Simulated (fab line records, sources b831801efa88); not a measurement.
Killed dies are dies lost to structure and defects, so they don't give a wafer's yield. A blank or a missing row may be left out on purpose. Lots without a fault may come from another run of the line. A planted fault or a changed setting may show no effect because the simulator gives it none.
One fault seen from 2 desks | flow gf180mcu | each desk has only its own numbers; what lay behind them comes last

THE METROLOGY DESK
What the gauges read, lot by lot, whatever tool the lot ran on: means of the sampled wafers that have a number. A lot is out of limits, marked OUT, if its mean lies more than 4 standard deviations from the usual mean; the brackets give that distance.
Columns: A = MIM_ALCU_THK at GF_MIM_THK_MEAS_11, usual 198 nm
lot  | first seen here | A
L230 | day 24 12:28    | 200
L232 | day 24 22:28    | 199
L233 | day 25 17:04    | 199
L234 | day 26 01:58    | 194
L235 | day 26 19:00    | 196
L238 | day 27 03:42    | 199
L239 | day 27 12:17    | 193
L240 | day 27 21:34    | 198
L242 | day 28 06:44    | 201
L245 | day 29 06:01    | 198
L246 | day 29 12:29    | 193
L247 | day 29 14:16    | 202
L250 | day 30 12:01    | 200
L253 | day 31 09:40    | 197
This desk's finding: nothing out of limits on any of the 14 lots.

THE TOOL OWNER'S DESK: pvd_sputter-03
The tool's own readings at GF_V5_SPUTTER_21 (material Ti, target thk 15 nm, time 80.02 s): means of the sampled wafers that have a number, for each lot that ran on this tool. A lot is out of limits, marked OUT, if its mean lies more than 4 standard deviations from the usual mean; the brackets give that distance.
Columns: A = cathode_dc_power_W at GF_V5_SPUTTER_21, usual 2500.0 W; B = chamber_pressure_pa at GF_V5_SPUTTER_21, usual 5.001 Pa; C = throttle_valve_pct at GF_V5_SPUTTER_21, usual 30.1 %
lot  | first seen here | A      | B     | C
L230 | day 27 03:29    | 2500.1 | 4.997 | 30.2
L233 | day 28 12:52    | 2499.7 | 5.009 | 30.1
L235 | day 29 09:25    | 2500.1 | 5.004 | 30.0
L238 | day 29 16:25    | 2499.8 | 4.999 | 30.5
L239 | day 29 23:09    | 2500.3 | 4.997 | 29.5
L240 | day 30 09:12    | 2499.9 | 5.002 | 29.7
L245 | day 31 15:43    | 2500.4 | 5.004 | 29.7
This desk's finding: nothing out of limits on any of the 7 lots.

PUT TOGETHER
The metrology desk saw nothing out of limits.
The tool owner's desk saw nothing out of limits.

WHAT THE SIMULATOR HAD PUT IN
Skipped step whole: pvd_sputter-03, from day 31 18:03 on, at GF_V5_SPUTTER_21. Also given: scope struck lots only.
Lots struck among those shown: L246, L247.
